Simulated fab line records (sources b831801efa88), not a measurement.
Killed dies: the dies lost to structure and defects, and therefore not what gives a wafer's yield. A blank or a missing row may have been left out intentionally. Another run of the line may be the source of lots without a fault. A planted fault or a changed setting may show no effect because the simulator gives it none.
Chamber matching + flow gf180mcu + GF_POLY_GATE_ETCH_13 on rie si-01: 4 sister chambers
The step etches poly-Si in HBr/Cl2, stops on SiO2, target depth 198.5 nm, time 69.6 s. 8 wafers are shown with their chamber, then 9 later ones without.

WAFERS PAIRED WITH THEIR CHAMBERS
| wafer  | chamber | drypump motor current A (A) | oes product au (a.u.) |
|--------|---------|-----------------------------|-----------------------|
| L536.6 | 1       | 5.4                         | 0.980                 |
| L537.1 | 0       | 5.8                         | 0.994                 |
| L537.5 | 1       | 5.4                         | 0.981                 |
| L539.3 | 0       | 5.9                         | 1.002                 |
| L539.4 | 2       | 5.9                         | 1.003                 |
| L543.1 | 3       | 6.8                         | 1.002                 |
| L543.5 | 3       | 6.8                         | 0.999                 |
| L543.6 | 2       | 5.9                         | 0.990                 |

WAFERS MISSING THEIR CHAMBER
| wafer  | drypump motor current A (A) | oes product au (a.u.) |
|--------|-----------------------------|-----------------------|
| L544.1 | 5.9                         | 0.987                 |
| L544.4 | 6.8                         | 0.981                 |
| L544.5 | 5.9                         | 0.984                 |
| L549.1 | 6.8                         | 0.979                 |
| L549.4 | 5.9                         | 0.990                 |
| L549.5 | 5.9                         | 0.985                 |
| L550.3 | 5.8                         | 1.007                 |
| L550.5 | 6.8                         | 0.999                 |
| L550.6 | 5.9                         | 0.991                 |

CHAMBER TAKEN BY EACH
| wafer  | from the rows above     | in truth |
|--------|-------------------------|----------|
| L544.1 | can't be placed: 2 or 0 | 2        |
| L544.4 | 3                       | 3        |
| L544.5 | can't be placed: 2 or 0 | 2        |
| L549.1 | 3                       | 3        |
| L549.4 | can't be placed: 2 or 0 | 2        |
| L549.5 | can't be placed: 2 or 0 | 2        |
| L550.3 | can't be placed: 0 or 2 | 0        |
| L550.5 | 3                       | 3        |
| L550.6 | can't be placed: 2 or 0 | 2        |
Placed correctly: 3 of 9. Unplaceable from these rows: 6, with the true chamber sitting among the candidates in 6. Number placed wrongly: 0.
How it was worked out, from the rows above alone: a wafer's distance from a chamber is the root of the sum, over the readings, of the square of ((its reading less the chamber's mean) divided by the reading's scatter). If the next closest chamber is less than 2 further off than the closest, the wafer can't be placed; otherwise it belongs to the closest. For every chamber, the mean is computed from those of its wafers that are shown. How the scatter is found: for the shown wafers, subtract from each reading the mean of its chamber, square and add these, divide the total by (wafers less chambers), then take the root.
